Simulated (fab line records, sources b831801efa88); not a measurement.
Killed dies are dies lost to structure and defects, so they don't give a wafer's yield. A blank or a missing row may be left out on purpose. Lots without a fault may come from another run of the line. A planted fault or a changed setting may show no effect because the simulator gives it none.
A struck lot beside a sound one | flow sky130 | 35 steps out of a route of 708
Sound: wafers L120.3, L120.4, L120.6. Struck: wafers L127.2, L127.3, L127.6. The cause comes at the end.
At each step with rows: each side's tool, then ch and its chambers, then its first start. Under that, the readings that differ: sound wafers | struck wafers | difference of the means | sigmas: that difference in standard deviations of wafers without a fault.
alike: readings whose means differ by less than 2 such deviations, and words and numbers that are the same on both sides. not compared: withheld readings, readings that some wafer has no value for, bounds like >300 that may hide the same value, and numbers for which the record gives no deviation and whose values overlap.
The two part at a step that has a row with sigmas, a row that says differs or no value, or rows on one side only. Numbers that don't overlap but have no deviation are shown without sigmas and don't part them. A reading that every wafer of one side lacks parts them only if that side has two wafers or more.

first, 10 steps without rows for these wafers: SKY_GATE_OXIDE_COAT_05 (resist thk 1140 nm); SKY_GATE_OXIDE_SOFTBAKE_06 (time 60 s); SKY_GATE_OXIDE_EXPOSE_07 (exposes mask LVOM, target cd 600 nm); SKY_GATE_OXIDE_PEB_08; SKY_GATE_OXIDE_DEVELOP_09 (develop time 60 s); SKY_GATE_OXIDE_IMPLANT_11; SKY_GATE_OXIDE_WET_ETCH_12 (etches SiO2 in dHF, target depth 16.8 nm, time 336 s); SKY_GATE_OXIDE_STRIP_13 (strips in O2/N2); SKY_GATE_OXIDE_CLEAN_15 (cleans in SC1/SC2, time 150 s); SKY_GATE_OXIDE_OXIDATION_16 (stabilise 600 s, purge 300 s, target thk 3.57 nm).
SKY_POLY_GATE_CVD_00: deposits poly-Si, target thk 180 nm, time 720 s.
  sound on lpcvd-01 ch 1, day 15 11:20; struck on lpcvd-01 ch 1, day 17 22:14
  reading                                       | sound           | struck            | difference | sigmas
  model.poly-Si_of_POLY_GATE_CVD_00.thk_nm (nm) | 175.3 177.8 178 | 115.9 116.9 116.2 | -60.7      |
SKY_POLY_GATE_THK_MEAS_01:
  sound on film_metro-02, day 15 12:33; struck on film_metro-04, day 17 23:40
  reading                   | sound             | struck            | difference | sigmas
  POLY_GATE_CVD_00_THK (nm) | 175.4 178.0 177.9 | 115.9 116.9 116.2 | -60.8      | -32
  not compared: hold
then, 8 steps without rows for these wafers: SKY_RES_PROTECT_HMDS_01 (prime time 60 s); SKY_RES_PROTECT_COAT_02 (resist thk 1140 nm); SKY_RES_PROTECT_SOFTBAKE_03 (time 60 s); SKY_RES_PROTECT_EXPOSE_04 (exposes mask RPM, target cd 1270 nm); SKY_RES_PROTECT_PEB_05; SKY_RES_PROTECT_DEVELOP_06 (develop time 60 s); SKY_POLY_GATE_IMPLANT_02; SKY_RES_PROTECT_STRIP_07 (strips in O2/N2).
SKY_RES_PROTECT_CLEAN_09: cleans in SC1/SC2, time 150 s.
  sound on wet_bench-03 ch 1, day 16 15:46; struck on wet_bench-02 ch 0, day 19 05:49
  reading                                       | sound             | struck            | difference | sigmas
  model.poly-Si_of_POLY_GATE_CVD_00.thk_nm (nm) | 174.7 177.2 177.4 | 115.3 116.3 115.6 | -60.7      |
then, 11 steps without rows for these wafers: SKY_POLY_GATE_CVD_03 (deposits Si3N4 from DCS/NH3, target thk 75 nm, time 1290 s); SKY_POLY_GATE_DEHYDRATE_05 (time 60 s); SKY_POLY_GATE_HMDS_06 (prime time 60 s); SKY_POLY_GATE_COAT_07 (resist thk 110 nm); SKY_POLY_GATE_COAT_08 (resist thk 450 nm); SKY_POLY_GATE_SOFTBAKE_09 (time 90 s); SKY_POLY_GATE_EXPOSE_10 (exposes mask P1M, target cd 150 nm); SKY_POLY_GATE_PEB_11; SKY_POLY_GATE_DEVELOP_12 (develop time 60 s); SKY_POLY_GATE_ETCH_15 (etches BARC in N2/H2, stops on SiO2, time 118.5 s, target depth 110 nm); SKY_POLY_GATE_ETCH_16 (etches Si3N4 in CH3F/O2, stops on poly-Si, time 147.5 s, target depth 75 nm).
SKY_POLY_GATE_ETCH_17: etches poly-Si in HBr/Cl2, stops on SiO2, target depth 180 nm, time 70.5 s.
  sound on rie_si-01 ch 0,1,2, day 17 22:25; struck on rie_si-02 ch 0,1,3, day 20 14:37
  reading                               | sound             | struck            | difference | sigmas
  oes_product_au (a.u.)                 | 0.975 0.988 0.986 | 0.736 0.748 0.731 | -0.245     | -32
  model.POLY_GATE.feature_depth_nm (nm) | 174.7 177.2 177.4 | 115.3 116.3 115.6 | -60.7      |
  model.etch.depth_nm (nm)              | 174.7 177.2 177.4 | 115.3 116.3 115.6 | -60.7      |
  alike: chamber_pressure_mTorr, drypump_motor_current_A, mfc_cl2_sccm, throttle_valve_pct
  not compared: rf_hours_counter_h
then, 1 step without rows for these wafers: SKY_POLY_GATE_STRIP_18 (strips in O2/N2).
-- the record jumps here: 28 days lie between the struck wafers' starts before and after (it left off in module POLY_GATE and takes up again in module PAD_OPEN, whose first step shown is number 708 of the route) --
SKY_PAD_OPEN_PROBE_99:
  sound on prober-02, day 46 19:12; struck on prober-02, day 48 16:58
  reading                              | sound             | struck            | difference | sigmas
  killed_open                          | 62 63 62          | 38 45 44          | -20        | -3
  model.etest.res_xhigh_po.line_ohm_um | 5500 5630 5634    | 5061 5265 5132    | -435       |
  model.etest.res_high_po.line_ohm_um  | 755 754.8 753.1   | 1021 1028 1008    | +265       |
  model.etest.res_poly.line_ohm_um     | 525 516.2 511.8   | 748.2 765.9 745.4 | +235.5     |
  model.etest.res_xhigh_po.rs_ohm_sq   | 1912 1966 1951    | 1790 1858 1782    | -133       |
  model.etest.tip_sonos.rs_ohm_sq      | 2628 2658 2663    | 2420 2459 2428    | -214       |
  model.etest.res_high_po.rs_ohm_sq    | 261.3 265.7 265.4 | 357 362.3 356.1   | +94        |
  model.etest.pfet_01v8.r_on_ohm_um    | 2788 2862 2865    | 3080 3097 3115    | +259       |
  model.etest.licon_high_po.rc_ohm     | 345.1 356.4 346.9 | 313.7 314.1 316.5 | -34.7      |
  alike: killed_at_M0_to_M3, killed_at_M4_up, killed_at_contacts, killed_at_front_end, killed_at_other, killed_dies, killed_short

WHERE THEY PART
First at SKY_POLY_GATE_THK_MEAS_01; last, within this record, at SKY_PAD_OPEN_PROBE_99.

WHY: what the simulator had put in
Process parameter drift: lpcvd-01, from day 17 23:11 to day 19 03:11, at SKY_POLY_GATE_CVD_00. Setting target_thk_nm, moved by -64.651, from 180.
